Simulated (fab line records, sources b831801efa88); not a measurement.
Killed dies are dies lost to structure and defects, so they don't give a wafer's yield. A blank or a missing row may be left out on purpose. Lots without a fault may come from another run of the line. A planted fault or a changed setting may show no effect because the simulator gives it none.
Which tool did it? | flow gf180mcu | 12 lots, 36 wafers sampled, at 5 steps of a route of 602

WHAT THE GAUGES READ, wafer by wafer
GF_POLY_GATE_OVL_MEAS_11. Usual: POLY_GATE_OVL 0 nm, standard deviation 5.4.
lot  | measured     | on         | POLY_GATE_OVL (nm) | flag
L534 | day 9 08:35  | overlay-01 | 6 6 12             |
L535 | day 9 17:44  | overlay-02 | 4 8 2              |
L536 | day 10 02:58 | overlay-02 | 2 -4 -2            |
L537 | day 10 06:50 | overlay-02 | 10 6 10            |
L544 | day 12 04:34 | overlay-01 | -4 0 5             |
L546 | day 12 19:52 | overlay-01 | -1 -2 -3           |
L547 | day 13 01:10 | overlay-02 | 4 3 5              |
L548 | day 13 08:05 | overlay-01 | -1 -3 1            |
L549 | day 13 14:08 | overlay-01 | -7 6 -8            |
L555 | day 15 10:52 | overlay-02 | 8 5 9              |
L556 | day 15 20:11 | overlay-02 | -5 -6 -5           |
L557 | day 16 02:32 | overlay-01 | 3 -6 -7            |

GF_HV_LDD_CD_MEAS_31: target cd 400 nm. Usual: cd_nm 399.7 nm, standard deviation 2.4.
lot  | measured     | on        | cd_nm (nm)        | flag
L534 | day 11 17:28 | cd_sem-01 | 404.6 402.4 402.9 |
L535 | day 12 01:58 | cd_sem-02 | 400.0 400.9 399.8 |
L536 | day 12 14:07 | cd_sem-02 | 395.5 397.0 398.3 |
L537 | day 12 16:43 | cd_sem-02 | 400.3 401.0 400.3 |
L544 | day 14 18:33 | cd_sem-02 | 397.7 398.8 399.3 |
L546 | day 15 11:36 | cd_sem-02 | 399.5 399.1 399.7 |
L547 | day 15 17:16 | cd_sem-01 | 398.8 399.7 400.0 |
L548 | day 16 01:17 | cd_sem-01 | 398.0 395.2 397.4 |
L549 | day 16 08:08 | cd_sem-02 | 401.0 399.7 400.6 |
L555 | day 18 09:35 | cd_sem-02 | 399.6 399.0 399.7 |
L556 | day 18 19:40 | cd_sem-02 | 397.2 394.8 396.2 |
L557 | day 19 02:44 | cd_sem-02 | 400.6 399.1 400.2 |

GF_HV_LDD_THK_MEAS_57. Usual: HV_LDD_CVD_56_THK 90.4 nm, standard deviation 0.93.
lot  | measured     | on            | HV_LDD_CVD_56_THK (nm) | flag
L534 | day 12 16:43 | film_metro-04 | 90.6 90.8 90.3         |
L535 | day 13 01:14 | film_metro-03 | 90.5 90.1 90.8         |
L536 | day 13 13:53 | film_metro-03 | 89.1 90.0 88.9         |
L537 | day 13 16:24 | film_metro-04 | 89.1 89.5 89.5         |
L544 | day 15 20:29 | film_metro-04 | 76.6 76.5 75.3         | OFF
L546 | day 16 15:28 | film_metro-04 | 78.2 78.6 78.1         | OFF
L547 | day 16 18:52 | film_metro-04 | 91.2 91.2 90.8         |
L548 | day 17 03:13 | film_metro-04 | 90.7 89.6 90.0         |
L549 | day 17 12:05 | film_metro-01 | 89.1 90.3 88.9         |
L555 | day 19 13:43 | film_metro-03 | 90.9 90.5 90.0         |
L556 | day 20 00:01 | film_metro-03 | 90.9 91.0 90.7         |
L557 | day 20 07:14 | film_metro-01 | 91.6 92.6 91.4         |

WHICH TOOL RAN EACH LOT (tool, then ch and the chambers of the sampled wafers, then the start)
lot  | GF_HV_LDD_STRIP_49                   | GF_HV_LDD_CVD_56
L534 | plasma_asher-01 ch 0, day 12 13:49   | lpcvd-01 ch 1, day 12 15:17
L535 | plasma_asher-02 ch 0,1, day 12 22:16 | lpcvd-02 ch 0, day 12 23:49
L536 | plasma_asher-01 ch 0,1, day 13 10:55 | lpcvd-02 ch 1, day 13 12:28
L537 | plasma_asher-04 ch 0,1, day 13 13:22 | lpcvd-02 ch 0, day 13 14:58
L544 | plasma_asher-01 ch 0,1, day 15 16:31 | lpcvd-01 ch 1, day 15 19:03
L546 | plasma_asher-01 ch 0,1, day 16 10:58 | lpcvd-01 ch 0, day 16 13:20
L547 | plasma_asher-01 ch 0,1, day 16 15:58 | lpcvd-02 ch 0, day 16 17:26
L548 | plasma_asher-02 ch 0, day 17 00:19   | lpcvd-02 ch 1, day 17 01:47
L549 | plasma_asher-04 ch 0,1, day 17 08:25 | lpcvd-02 ch 1, day 17 10:38
L555 | plasma_asher-04 ch 0,1, day 19 10:48 | lpcvd-02 ch 1, day 19 12:17
L556 | plasma_asher-01 ch 0,1, day 19 21:06 | lpcvd-02 ch 1, day 19 22:35
L557 | plasma_asher-02 ch 0,1, day 20 04:20 | lpcvd-01 ch 0, day 20 05:47
- GF_HV_LDD_STRIP_49: strips in O2/N2.
- GF_HV_LDD_CVD_56: deposits Si3N4 from DCS/NH3, target thk 90 nm, time 1543 s.

WHAT THE TOOLS THEMSELVES READ (means of the sampled wafers that have a number; where no wafer has one, the mark that the record gives instead)
GF_HV_LDD_STRIP_49. Usual: drypump_motor_current_A 5.9 A, standard deviation 0.48; heater_power_w 336 W, standard deviation 9.7; oes_product_au 0.716 a.u., standard deviation 0.0038; strip_time_to_endpoint_s 12.64 s, standard deviation 0.035.
lot  | tool            | drypump_motor_current_A (A) | heater_power_w (W) | oes_product_au (a.u.) | strip_time_to_endpoint_s (s) | flag
L534 | plasma_asher-01 | 5.5                         | 323                | 0.715                 | 12.58                        |
L535 | plasma_asher-02 | 5.7                         | 353                | 0.715                 | 12.67                        |
L536 | plasma_asher-01 | 5.4                         | 335                | 0.715                 | 12.67                        |
L537 | plasma_asher-04 | 6.1                         | 332                | 0.718                 | 12.70                        |
L544 | plasma_asher-01 | 5.4                         | 336                | 0.719                 | 12.67                        |
L546 | plasma_asher-01 | 5.4                         | 334                | 0.714                 | 12.63                        |
L547 | plasma_asher-01 | 5.5                         | 324                | 0.715                 | 12.68                        |
L548 | plasma_asher-02 | 5.3                         | 349                | 0.713                 | 12.62                        |
L549 | plasma_asher-04 | 6.1                         | 332                | 0.714                 | 12.66                        |
L555 | plasma_asher-04 | 6.4                         | 329                | 0.718                 | 12.63                        |
L556 | plasma_asher-01 | 5.4                         | 332                | 0.718                 | 12.65                        |
L557 | plasma_asher-02 | 6.1                         | 348                | 0.718                 | 12.66                        |

GF_HV_LDD_CVD_56. Usual: spike_tc_bottom_C 788.0 C, standard deviation 2.3; spike_tc_lower_C 770.1 C, standard deviation 1.2.
lot  | tool     | spike_tc_bottom_C (C) | spike_tc_lower_C (C) | flag
L534 | lpcvd-01 | 785.3                 | 768.8                |
L535 | lpcvd-02 | 787.7                 | 769.3                |
L536 | lpcvd-02 | 789.3                 | 770.2                |
L537 | lpcvd-02 | 787.7                 | 769.6                |
L544 | lpcvd-01 | 784.9                 | 769.1                |
L546 | lpcvd-01 | 786.4                 | 770.3                |
L547 | lpcvd-02 | 788.5                 | 769.5                |
L548 | lpcvd-02 | 789.8                 | 771.8                |
L549 | lpcvd-02 | 790.5                 | 771.4                |
L555 | lpcvd-02 | 790.3                 | 771.2                |
L556 | lpcvd-02 | 790.2                 | 770.9                |
L557 | lpcvd-01 | 786.0                 | 769.7                |

THE ANSWER, worked out from the rows above alone
Rule: a lot is off if the mean of its wafers that have a number lies more than 3 standard deviations from the usual mean. A lot without any number at a reading at which 4 lots or more have one is off too. The other lots that the step has rows for count as sound. The gauges are gone through in route order, then the tools' own readings, and for those a lot's mean is taken as printed above. The first step at which some lot is off is used, and at that step the reading that is off furthest; a lot without a number counts as furthest.
Off: L544, L546, at GF_HV_LDD_THK_MEAS_57 (HV_LDD_CVD_56_THK).
A tool fits if, at a process step before that reading, it ran every lot that is off, and no sound lot after the first of them. The gauges at GF_HV_LDD_THK_MEAS_57 are tried like those tools. None of those tried fits.

WHAT THE SIMULATOR HAD PUT IN
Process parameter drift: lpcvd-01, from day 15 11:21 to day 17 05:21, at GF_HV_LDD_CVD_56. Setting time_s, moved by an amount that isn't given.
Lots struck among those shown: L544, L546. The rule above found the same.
